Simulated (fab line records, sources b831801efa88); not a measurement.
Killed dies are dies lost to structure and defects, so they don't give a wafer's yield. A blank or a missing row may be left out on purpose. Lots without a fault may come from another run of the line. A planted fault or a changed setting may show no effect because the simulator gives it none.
fab line records | flow sky130
record lots=13 wafers=39 last_day=50
route steps=708 shown NWELL@77 VIA3@589 METAL4@599 PAD_OPEN@708
lots that met no fault: from a run of the same line without faults
start_h: hours from the record's first day to the start of the lot's first wafer shown | wait_h: hours since the lot's step before | " the same as in the row above | L1.1+2: a row that stands for several wafers | - no value, or no start given | * or withheld: withheld | < > ~ a bound
route shown NAME@n: a module of which the file shows steps, and the number in the route of the first | usual: mean/standard deviation of fault-free wafers | same: alike in all rows | chamber/n: place in a boat | sites: the reading at each site | _std_site: their standard deviation | _edge_site: outer sites' mean less inner sites' | radius_mm: how far each site lies from the wafer's centre | mask NAME#n: copy n | behind: the tool/chamber that last shaped the wafer | hold: why the lot was held/for how many hours/how that ended | device: the transistor (n, p or np) that didn't switch | end of line: the same wafers' tests at the end of the route | a step without rows: its recipe alone | killed: dies lost to structure and defects at the first sort, not the wafer's yield | map: a wafer's dies, x killed, . not, _ none there
set.NAME: the setting as run; set.NAME@STEP: as run at that earlier step | model.NAME: the simulator's own value behind a step, which no gauge read
steps of the route over a sample of lots; a table a step, a row a wafer
services: from which hour (start_h, from the record's first day; less than 0 if before it) a tool's chamber was out of use, for how many hours, and why
## steps
# step SKY_NWELL_IMPLANT_24
# recipe species=B energy_kev=140 dose_cm2=9.2e+12 tilt_deg=withheld
# usual beam_energy_keV=140.00/0.043
# columns lot.wafer tool chamber start_h wait_h beam_energy_keV
L396.1 implanter-02 0 105.33 0.0 139.95
L396.3 " 0 " " 139.97
L396.5 " 0 " " 139.98
L397.1 implanter-02 0 113.72 0.0 140.03
L397.4 " 0 " " 140.01
L397.6 " 0 " " 140.05
L398.1 implanter-01 0 120.69 0.0 140.01
L398.2 " 0 " " 140.00
L398.5 " 0 " " 139.98
L399.2 implanter-01 0 121.97 0.0 140.03
L399.3 " 0 " " 139.99
L399.5 " 0 " " 139.97
L401.1 implanter-02 0 135.94 0.0 139.96
L401.2 " 0 " " 139.99
L401.4 " 0 " " 140.01
L403.1 implanter-04 0 146.48 0.0 140.00
L403.3 " 0 " " 139.95
L403.5 " 0 " " 139.98
L404.4 implanter-02 0 153.50 0.1 140.01
L404.5 " 0 " " 139.99
L404.6 " 0 " " 139.98
L407.1 implanter-01 0 170.42 0.0 139.99
L407.3 " 0 " " 140.00
L407.5 " 0 " " 139.99
L408.2 implanter-01 0 177.26 0.0 139.91
L408.4 " 0 " " 139.94
L408.5 " 0 " " 140.03
L409.4 implanter-04 0 182.00 0.1 140.02
L409.5 " 0 " " 140.03
L409.6 " 0 " " 139.96
L417.1 implanter-04 0 239.93 0.0 160.09
L417.4 " 0 " " 160.11
L417.6 " 0 " " 160.05
L418.1 implanter-04 0 250.47 0.0 160.04
L418.5 " 0 " " 160.05
L418.6 " 0 " " 160.06
L419.3 implanter-01 0 256.14 0.1 139.94
L419.4 " 0 " " 139.90
L419.5 " 0 " " 139.98
# step SKY_VIA3_STRIP_16
# recipe chemistry=O2/N2 power_w=1400 pressure_mtorr=1500 platen_temp_c=withheld o2_flow_sccm=3000 n2_flow_sccm=300 overash_fraction=0.5
# usual drypump_motor_current_A=5.97/0.26 oes_product_au=0.401/0.0047 strip_time_to_endpoint_s=4.129/0.026
# columns lot.wafer tool chamber start_h wait_h drypump_motor_current_A oes_product_au rf_hours_counter_h strip_time_to_endpoint_s
L396.1 plasma_asher-03 0 931.75 0.0 5.70 0.392 79 4.139
L396.3 " 1 " " 6.21 0.405 - 4.182
L396.5 " 1 " " 6.19 0.400 - 4.155
L397.1 plasma_asher-03 0 937.29 0.0 5.71 0.407 79 4.135
L397.4 " 0 " " 5.72 0.400 - 4.132
L397.6 " 1 " " 6.18 0.397 - 4.151
L398.1 plasma_asher-03 0 948.85 0.0 5.71 0.401 81 4.130
L398.2 " 1 " " 6.19 0.397 81 4.146
L398.5 " 0 " " 5.71 0.406 - 4.126
L399.2 plasma_asher-04 1 957.95 0.0 6.11 0.398 53 4.085
L399.3 " 0 " " 6.24 0.398 - 4.134
L399.5 " 0 " " 6.25 0.405 - 4.132
L401.1 plasma_asher-03 0 970.55 0.0 5.70 0.407 83 4.124
L401.2 " 1 " " 6.17 0.393 83 4.133
L401.4 " 0 " " 5.72 0.405 - 4.121
L403.1 plasma_asher-04 0 990.54 0.0 6.23 0.410 57 4.135
L403.3 " 1 " " 6.09 0.398 - 4.167
L403.5 " 0 " " 6.23 0.400 - 4.107
L404.4 plasma_asher-03 1 991.73 0.1 6.20 0.400 - 4.070
L404.5 " 0 " " 5.71 0.399 - 4.078
L404.6 " 1 " " 6.17 0.402 - 4.068
L407.1 plasma_asher-03 0 1008.85 0.0 5.72 0.395 87 4.059
L407.3 " 1 " " 6.17 0.404 - 4.116
L407.5 " 0 " " 5.72 0.399 - 4.110
L408.2 plasma_asher-01 0 1016.30 0.0 5.78 0.403 24 4.176
L408.4 " 0 " " 5.80 0.398 - 4.094
L408.5 " 0 " " 5.79 0.402 - 4.135
L409.4 plasma_asher-03 1 1023.57 0.1 6.16 0.403 - 4.161
L409.5 " 0 " " 5.71 0.409 - 4.119
L409.6 " 1 " " 6.17 0.399 - 4.122
L417.1 plasma_asher-04 0 1077.25 0.0 6.22 0.406 65 4.153
L417.4 " 1 " " 6.10 0.409 - 4.145
L417.6 " 0 " " 6.22 0.404 - 4.105
L418.1 plasma_asher-03 1 1086.95 0.0 6.18 0.401 95 4.153
L418.5 " 1 " " 6.16 0.398 - 4.142
L418.6 " 0 " " 5.69 0.398 - 4.112
L419.3 plasma_asher-03 0 1093.03 0.1 5.71 0.407 - 4.138
L419.4 " 1 " " 6.15 0.396 - 4.112
L419.5 " 1 " " 6.18 0.389 - 4.124
# step SKY_VIA3_CMP_24
# recipe stop_on=SiO2 t_overpolish_s=20 down_force_psi=3.5 platen_rpm=60 target_thk_nm=0 pad_velocity_m_s=0.94248
# usual motor_current_A=11.8/0.67 overpolish_run_s=20.001/0.0089 time_to_endpoint_s=92/3.7
# columns lot.wafer tool chamber start_h wait_h motor_current_A overpolish_run_s time_to_endpoint_s
L396.1 cmp-01 3 932.70 0.1 11.3 19.998 92
L396.3 " 1 " " 11.9 20.001 86
L396.5 " 3 " " 11.4 19.998 91
L397.4 cmp-02 3 938.33 0.1 12.1 19.995 91
L397.1 " 0 " " 12.2 20.006 90
L397.6 " 2 " " 11.1 19.988 88
L398.2 cmp-01 2 949.85 0.1 12.5 19.998 94
L398.1 " 0 " " 12.0 19.994 87
L398.5 " 1 " " 11.6 20.015 88
L399.3 cmp-01 2 958.99 0.1 12.2 19.996 89
L399.2 " 0 " " 11.9 20.004 87
L399.5 " 2 " " 12.1 20.011 94
L401.1 cmp-01 3 971.56 0.1 12.0 20.004 91
L401.4 " 0 " " 13.0 20.002 89
L401.2 " 1 " " 12.3 20.021 87
L403.3 cmp-02 1 991.55 0.0 11.1 19.987 99
L403.1 " 2 " " 10.5 20.000 96
L403.5 " 2 " " 11.1 19.995 96
L404.4 cmp-02 1 992.83 0.0 11.0 20.012 95
L404.6 " 1 " " 10.9 19.992 96
L404.5 " 2 " " 10.4 20.006 95
L407.3 cmp-01 0 1009.85 0.1 12.8 20.007 89
L407.1 " 2 " " 11.9 19.995 91
L407.5 " 3 " " 12.4 19.984 91
L408.2 cmp-01 3 1017.26 0.0 12.0 20.003 94
L408.4 " 0 " " 12.4 20.016 92
L408.5 " 3 " " 10.9 19.996 93
L409.4 cmp-02 1 1024.57 0.0 10.4 19.998 93
L409.5 " 1 " " 10.6 19.995 95
L409.6 " 2 " " 10.5 19.989 93
L417.4 cmp-02 1 1078.21 0.0 11.0 20.005 94
L417.1 " 2 " " 10.9 20.000 90
L417.6 " 2 " " 10.8 19.996 88
L418.1 cmp-01 1 1088.36 0.5 12.0 20.005 94
L418.6 " 1 " " 11.6 20.007 92
L418.5 " 2 " " 11.6 20.003 96
L419.3 cmp-01 3 1094.06 0.1 11.9 20.010 95
L419.4 " 0 " " 12.7 20.013 96
L419.5 " 1 " " 11.7 20.005 94
# step SKY_METAL4_SPUTTER_01
# recipe material=TiN target_thk_nm=20 power_w=6500 time_s=16.7 chamber_pressure_pa=0.4
# usual throttle_valve_pct=30.5/0.97
# columns lot.wafer tool chamber start_h wait_h throttle_valve_pct
L396.1 pvd_sputter-03 - 933.03 0.0 28.2
L396.3 " - " " 31.2
L396.5 " - " " 31.9
L397.1 pvd_sputter-04 - 938.60 0.0 29.8
L397.4 " - " " 30.6
L397.6 " - " " 30.4
L398.1 pvd_sputter-03 - 950.13 0.0 31.2
L398.2 " - " " 31.6
L398.5 " - " " 28.3
L399.2 pvd_sputter-03 - 959.26 0.0 30.9
L399.3 " - " " 31.0
L399.5 " - " " 31.0
L401.1 pvd_sputter-03 - 971.83 0.0 31.1
L401.2 " - " " 28.3
L401.4 " - " " 31.1
L403.1 pvd_sputter-03 - 991.88 0.0 31.1
L403.3 " - " " 28.1
L403.5 " - " " 28.3
L404.4 pvd_sputter-02 - 993.16 0.0 31.0
L404.5 " - " " 30.3
L404.6 " - " " 30.6
L407.1 pvd_sputter-04 - 1010.13 0.0 30.8
L407.3 " - " " 29.4
L407.5 " - " " 29.5
L408.2 pvd_sputter-02 - 1017.59 0.0 31.1
L408.4 " - " " 30.6
L408.5 " - " " 31.2
L409.4 pvd_sputter-03 - 1024.89 0.0 28.1
L409.5 " - " " 31.5
L409.6 " - " " 30.8
L417.1 pvd_sputter-03 - 1078.53 0.0 31.7
L417.4 " - " " 30.9
L417.6 " - " " 31.6
L418.1 pvd_sputter-04 - 1088.68 0.0 29.6
L418.5 " - " " 30.0
L418.6 " - " " 29.6
L419.3 pvd_sputter-02 - 1094.28 0.0 31.4
L419.4 " - " " 30.9
L419.5 " - " " 30.3
# step SKY_PAD_OPEN_PROBE_99
# usual killed_at_M0_to_M3=43/6.8 killed_at_M4_up=3.3/2.1 killed_at_contacts=24/5 killed_at_front_end=15/4.4 killed_at_other=0.3/0.57 killed_dies=86/9.7 killed_open=47/7.3 killed_short=39/6.1
# same gross_dies=492 killed_at_back_side=0
# columns lot.wafer tool chamber start_h wait_h killed_at_M0_to_M3 killed_at_M4_up killed_at_contacts killed_at_front_end killed_at_other killed_dies killed_open killed_short
L418.5 prober-02 - 1204.23 0.2 46 0 17 15 0 78 43 35
# killed by level:class
L418.5 VIA3:geometric_particle:open=10 VIA2:geometric_particle:open=9 VIA1:geometric_particle:open=9 LI_CONTACT:geometric_particle:open=5 LOCAL_INTERCONNECT:geometric_particle:short=5 VIA1:geometric_particle:short=5 POLY_GATE:geometric_particle:open=4 METAL1:geometric_particle:short=4
## services
# columns tool chamber start_h hours kind
plasma_asher-03 - 108.75 9.0 pm
plasma_asher-03 - 125.19 7.4 pm
cmp-01 - 154.25 3.9 repair
cmp-01 - 160.19 1.3 repair
cmp-01 - 209.13 12.8 pm
plasma_asher-03 - 229.38 14.1 repair
cmp-01 - 369.10 6.2 pm
plasma_asher-03 - 373.65 14.6 pm
cmp-01 - 397.33 1.2 repair
cmp-01 - 404.06 4.0 pm
cmp-01 - 426.71 0.9 repair
cmp-01 - 436.02 1.2 repair
cmp-01 - 493.42 0.3 repair
plasma_asher-03 - 522.08 15.6 pm
cmp-01 - 616.11 7.2 pm
plasma_asher-03 - 643.88 1.2 repair
plasma_asher-03 - 674.02 4.0 pm
cmp-01 - 714.42 2.3 repair
cmp-01 - 734.23 0.7 repair
cmp-01 - 734.71 1.6 repair
cmp-01 - 738.10 5.7 pm
cmp-01 - 744.06 4.0 pm
plasma_asher-03 - 960.26 0.6 repair
plasma_asher-03 - 988.68 2.8 pm
## key
first_sign step=SKY_NWELL_IMPLANT_24 reading=beam_energy_keV direction=up sigmas=99+ usual=* struck=*
effect none on later readings
met_at SKY_NWELL_IMPLANT_24
struck_lots L417,L418
tester_left_out L417,L418
not_acting_at SKY_VIA3_STRIP_16,SKY_VIA3_CMP_24,SKY_METAL4_SPUTTER_01
onset_between 182.00 239.93
fault kind=process_parameter_drift tool=implanter-04 chamber=- onset_h=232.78 steps=SKY_NWELL_IMPLANT_24 channel=energy_kev offset=* shape=step end_h=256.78 acts_in=* stated=*
# tester_left_out: of these lots the tester's yield and bins aren't shown, on N5 and GAA mostly nor the transistor test; their killed dies are dies lost to structure and defects alone, not to doping, threshold or leakage, so they don't give the yield
